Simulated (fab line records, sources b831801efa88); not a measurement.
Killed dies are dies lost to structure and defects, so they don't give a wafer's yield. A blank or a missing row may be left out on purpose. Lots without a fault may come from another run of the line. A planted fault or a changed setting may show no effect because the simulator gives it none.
fab line records | flow sky130
record lots=12 wafers=36 last_day=50
route steps=708 shown CAPM@541 METAL3@564 METAL4@635 METAL5@665 PAD_OPEN@708
lots that met no fault: from a run of the same line without faults
start_h: hours from the record's first day to the start of the lot's first wafer shown | wait_h: hours since the lot's step before | " the same as in the row above | L1.1+2: a row that stands for several wafers | - no value, or no start given | * or withheld: withheld | < > ~ a bound
route shown NAME@n: a module of which the file shows steps, and the number in the route of the first | usual: mean/standard deviation of fault-free wafers | same: alike in all rows | chamber/n: place in a boat | sites: the reading at each site | _std_site: their standard deviation | _edge_site: outer sites' mean less inner sites' | radius_mm: how far each site lies from the wafer's centre | mask NAME#n: copy n | behind: the tool/chamber that last shaped the wafer | hold: why the lot was held/for how many hours/how that ended | device: the transistor (n, p or np) that didn't switch | end of line: the same wafers' tests at the end of the route | a step without rows: its recipe alone | killed: dies lost to structure and defects at the first sort, not the wafer's yield | map: a wafer's dies, x killed, . not, _ none there
set.NAME: the setting as run; set.NAME@STEP: as run at that earlier step | model.NAME: the simulator's own value behind a step, which no gauge read
steps of the route over a sample of lots; a table a step, a row a wafer
services: from which hour (start_h, from the record's first day; less than 0 if before it) a tool's chamber was out of use, for how many hours, and why
## steps
# step SKY_CAPM_THK_MEAS_04
# recipe thk_meas_gauge=xrf reads=TiN_of_CAPM_SPUTTER_02
# usual CAPM_TIN_THK=209.0/2.2
# columns lot.wafer tool chamber start_h wait_h CAPM_TIN_THK[nm]
L211.2 film_metro-02 - 892.91 0.1 210.6
L211.3 " - " " 207.9
L211.4 " - " " 207.1
L210.1 film_metro-02 - 893.63 0.1 209.5
L210.2 " - " " 210.7
L210.3 " - " " 211.3
L214.2 film_metro-01 - 894.51 0.1 210.3
L214.3 " - " " 207.3
L214.5 " - " " 206.4
L212.2 film_metro-01 - 894.92 0.1 205.5
L212.4 " - " " 207.7
L212.6 " - " " 204.1
L216.1 film_metro-02 - 895.30 0.1 211.4
L216.2 " - " " 210.5
L216.6 " - " " 211.2
L217.1 film_metro-01 - 918.43 0.1 209.0
L217.4 " - " " 208.4
L217.6 " - " " 206.7
L219.1 film_metro-01 - 945.22 0.1 212.0
L219.2 " - " " 208.0
L219.6 " - " " 209.6
L224.1 film_metro-01 - 967.77 0.1 208.4
L224.2 " - " " 208.0
L224.5 " - " " 209.5
L225.1 film_metro-01 - 968.12 0.1 212.7
L225.2 " - " " 211.1
L225.5 " - " " 213.7
L226.2 film_metro-04 - 972.00 0.1 210.3
L226.5 " - " " 206.3
L226.6 " - " " 209.5
L230.3 film_metro-04 - 1000.81 0.1 208.6
L230.5 " - " " 206.5
L230.6 " - " " 210.5
L231.3 film_metro-04 - 1001.42 0.1 205.7
L231.5 " - " " 209.3
L231.6 " - " " 207.1
# step SKY_METAL3_OVL_MEAS_14
# usual METAL3_OVL=1/4.8
# columns lot.wafer tool chamber start_h wait_h METAL3_OVL[nm]
L211.2 overlay-01 - 942.54 0.1 8
L211.3 " - " " -3
L211.4 " - " " 4
L210.1 overlay-02 - 944.18 0.1 1
L210.2 " - " " 0
L210.3 " - " " 5
L214.2 overlay-01 - 945.14 0.1 -6
L214.3 " - " " 3
L214.5 " - " " -2
L212.2 overlay-02 - 945.45 0.1 -3
L212.4 " - " " 10
L212.6 " - " " 1
L216.1 overlay-02 - 945.79 0.1 -1
L216.2 " - " " -2
L216.6 " - " " -2
L217.1 overlay-01 - 967.89 0.1 2
L217.4 " - " " 0
L217.6 " - " " 8
L219.1 overlay-02 - 993.59 0.1 0
L219.2 " - " " -2
L219.6 " - " " 0
L224.1 overlay-01 - 1015.09 0.1 6
L224.2 " - " " 1
L224.5 " - " " 1
L225.1 overlay-02 - 1015.44 0.1 2
L225.2 " - " " -9
L225.5 " - " " 4
L226.2 overlay-02 - 1019.90 0.1 10
L226.5 " - " " 2
L226.6 " - " " 7
L230.3 overlay-01 - 1046.70 0.1 1
L230.5 " - " " 0
L230.6 " - " " 0
L231.3 overlay-01 - 1047.16 0.1 7
L231.5 " - " " 5
L231.6 " - " " 11
# step SKY_METAL4_STRIP_19
# recipe chemistry=O2/N2 power_w=1400 pressure_mtorr=1500 platen_temp_c=withheld o2_flow_sccm=3000 n2_flow_sccm=300 overash_fraction=0.5
# usual drypump_motor_current_A=5.77/0.29 oes_product_au=0.500/0.0062 strip_time_to_endpoint_s=6.47/0.1
# columns lot.wafer tool chamber start_h wait_h drypump_motor_current_A oes_product_au rf_hours_counter_h strip_time_to_endpoint_s
L211.2 plasma_asher-01 0 1018.66 0.1 5.84 0.512 59 6.57
L211.3 " 0 " " 5.84 0.510 - 6.58
L211.4 " 1 " " 5.72 0.494 - 6.33
L210.1 plasma_asher-01 0 1020.80 0.1 5.87 0.494 59 6.46
L210.2 " 1 " " 5.68 0.501 59 6.37
L210.3 " 1 " " 5.69 0.493 - 6.32
L214.2 plasma_asher-04 1 1021.86 0.1 6.00 0.488 27 6.34
L214.3 " 0 " " 5.59 0.501 - 6.50
L214.5 " 0 " " 5.59 0.503 - 6.47
L212.2 plasma_asher-01 0 1022.16 0.1 5.84 0.496 59 6.30
L212.4 " 1 " " 5.70 0.494 - 6.35
L212.6 " 0 " " 5.79 0.508 - 6.45
L216.1 plasma_asher-01 0 1022.81 0.1 5.86 0.492 59 6.29
L216.2 " 1 " " 5.67 0.505 59 6.48
L216.6 " 0 " " 5.87 0.498 - 6.47
L217.1 plasma_asher-01 1 1042.11 0.1 5.70 0.494 61 6.42
L217.4 " 0 " " 5.85 0.499 - 6.36
L217.6 " 1 " " 5.68 0.514 - 6.63
L219.1 plasma_asher-01 1 1065.40 0.1 5.67 0.504 64 6.48
L219.2 " 0 " " 5.87 0.507 64 6.56
L219.6 " 1 " " 5.67 0.496 - 6.51
L224.1 plasma_asher-02 1 1085.01 0.1 6.22 0.507 2 6.57
L224.2 " 0 " " 5.31 0.498 2 6.54
L224.5 " 1 " " 6.19 0.502 - 6.50
L225.1 plasma_asher-04 1 1085.36 0.1 6.01 0.498 33 6.36
L225.2 " 0 " " 5.61 0.515 33 6.70
L225.5 " 1 " " 6.01 0.482 - 6.36
L226.2 plasma_asher-02 0 1089.82 0.1 5.32 0.504 2 6.46
L226.5 " 0 " " 5.34 0.490 - 6.41
L226.6 " 1 " " 6.17 0.502 - 6.49
L231.3 plasma_asher-02 0 1115.89 0.1 5.32 0.498 - 6.52
L231.5 " 0 " " 5.34 0.503 - 6.47
L231.6 " 1 " " 6.19 0.501 - 6.58
L230.3 plasma_asher-04 0 1116.25 0.1 5.58 0.495 - 6.36
L230.5 " 1 " " 6.01 0.509 - 6.67
L230.6 " 0 " " 5.58 0.493 - 6.39
# step SKY_METAL5_SPUTTER_04
# recipe material=TiN target_thk_nm=70 power_w=6500 time_s=58.3 chamber_pressure_pa=0.4
# usual chamber_pressure_pa=0.3999/0.00085 throttle_valve_pct=30.0/1.1
# columns lot.wafer tool chamber start_h wait_h chamber_pressure_pa throttle_valve_pct
L211.2 pvd_sputter-02 - 1043.73 0.0 0.4007 31.2
L211.3 " - " " 0.4005 29.2
L211.4 " - " " 0.4002 31.5
L210.1 pvd_sputter-04 - 1045.57 0.0 0.4015 28.6
L210.2 " - " " 0.4006 32.1
L210.3 " - " " 0.3987 28.7
L214.2 pvd_sputter-04 - 1046.88 0.0 0.3984 30.4
L214.3 " - " " 0.3992 32.1
L214.5 " - " " 0.4012 28.8
L212.2 pvd_sputter-01 - 1047.13 0.0 0.3996 29.4
L212.4 " - " " 0.4004 28.2
L212.6 " - " " 0.4004 29.1
L216.1 pvd_sputter-01 - 1047.75 0.0 0.4003 29.1
L216.2 " - " " 0.3983 30.0
L216.6 " - " " 0.4002 29.3
L217.1 pvd_sputter-01 - 1066.64 0.0 0.3992 29.5
L217.4 " - " " 0.4009 28.3
L217.6 " - " " 0.4001 28.4
L219.1 pvd_sputter-01 - 1089.62 0.0 0.3994 30.0
L219.2 " - " " 0.3998 29.1
L219.6 " - " " 0.3989 30.2
L224.1 pvd_sputter-02 - 1108.24 0.0 0.4019 31.4
L224.2 " - " " 0.3991 29.4
L224.5 " - " " 0.4008 31.4
L225.1 pvd_sputter-04 - 1109.08 0.0 0.3992 28.8
L225.2 " - " " 0.3982 30.6
L225.5 " - " " 0.4002 28.9
L226.2 pvd_sputter-01 - 1114.05 0.0 0.3757 30.2
L226.5 " - " " 0.3758 30.8
L226.6 " - " " 0.3749 29.5
L231.3 pvd_sputter-02 - 1138.04 0.0 0.3989 31.5
L231.5 " - " " 0.3997 31.2
L231.6 " - " " 0.3983 30.1
L230.3 pvd_sputter-01 - 1138.70 0.0 0.3769 30.7
L230.5 " - " " 0.3762 30.9
L230.6 " - " " 0.3763 30.2
# step SKY_PAD_OPEN_PROBE_99
# usual defect_limited_yield=83.0/1.8 killed_at_M0_to_M3=42/6.6 killed_at_M4_up=3.0/1.7 killed_at_contacts=24/5.3 killed_at_front_end=15/4.5 killed_at_other=0.2/0.49 killed_dies=83/9 killed_open=45/6.9 killed_short=38/5.8 sort_bin_3_pad_short=0.8/0.4 sort_bin_5_function=10.0/1.5 sort_bin_6_memory=6.1/1.1 sort_n_pass=409/9 sort_yield_pct=83.0/1.8
# same gross_dies=492 killed_at_back_side=0 sort_bin_4_leakage[%]=0 sort_bin_8_speed[%]=0
# columns lot.wafer tool chamber start_h wait_h defect_limited_yield[%] killed_at_M0_to_M3 killed_at_M4_up killed_at_contacts killed_at_front_end killed_at_other killed_dies killed_open killed_short sort_bin_3_pad_short[%] sort_bin_5_function[%] sort_bin_6_memory[%] sort_n_pass sort_yield_pct[%]
L225.1 prober-01 - 1168.44 0.1 81.3 47 2 31 12 0 92 48 44 0.8 10.6 7.3 400 81.3
L225.2 prober-01 - 1168.49 0.1 82.3 41 3 32 9 2 87 41 44 0.8 9.6 7.3 405 82.3
L225.5 prober-01 - 1168.64 0.2 78.9 49 2 38 15 0 104 51 53 0.8 13.2 7.1 388 78.9
# killed by level:class
L225.1 VIA1:geometric_particle:open=13 CONTACT:geometric_particle:short=9 CONTACT:geometric_particle:open=8 METAL2:geometric_particle:short=8 VIA3:geometric_particle:open=8 VIA2:geometric_particle:open=6 LI_CONTACT:geometric_particle:open=5 METAL1:geometric_particle:short=5
L225.2 VIA1:geometric_particle:open=11 CONTACT:geometric_particle:open=9 VIA1:geometric_particle:short=9 LI_CONTACT:geometric_particle:short=7 METAL2:geometric_particle:short=7 CONTACT:geometric_particle:short=7 LI_CONTACT:geometric_particle:open=6 FIELD_ISO:geometric_particle:short=3
L225.5 CONTACT:geometric_particle:open=18 METAL2:geometric_particle:short=8 METAL1:geometric_particle:short=7 VIA1:geometric_particle:short=7 LOCAL_INTERCONNECT:geometric_particle:short=6 CONTACT:geometric_particle:short=6 FIELD_ISO:geometric_particle:short=5 POLY_GATE:geometric_particle:open=5
## services
# columns tool chamber start_h hours kind
plasma_asher-04 - 995.02 4.6 repair
plasma_asher-04 - 997.23 2.9 repair
pvd_sputter-04 - 1004.57 4.8 repair
plasma_asher-02 - 1009.98 1.1 repair
plasma_asher-04 - 1012.32 2.8 pm
plasma_asher-02 - 1034.63 3.3 repair
plasma_asher-02 - 1045.17 1.2 repair
plasma_asher-02 - 1055.25 9.0 pm
plasma_asher-02 0 1055.25 9.0 vent_cycle
plasma_asher-02 1 1055.25 9.0 vent_cycle
plasma_asher-02 0 1064.25 - clean
plasma_asher-02 1 1064.25 - clean
pvd_sputter-04 - 1105.00 0.9 repair
pvd_sputter-04 - 1113.78 1.0 repair
plasma_asher-04 - 1127.74 14.6 pm
plasma_asher-01 - 1130.34 2.1 repair
## key
first_sign step=SKY_METAL5_SPUTTER_04 reading=chamber_pressure_pa direction=down sigmas=28 usual=0.3999 struck=0.3760
effect none on later readings
met_at SKY_METAL5_SPUTTER_04
struck_lots L226,L230
not_acting_at SKY_CAPM_THK_MEAS_04,SKY_METAL3_OVL_MEAS_14,SKY_METAL4_STRIP_19
onset_between 1089.62 1114.05
fault kind=process_parameter_drift tool=pvd_sputter-01 chamber=- onset_h=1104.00 steps=SKY_METAL5_SPUTTER_04 channel=chamber_pressure_pa offset=-0.023653 shape=step end_h=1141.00 acts_in=these_recipes_only stated=0.4
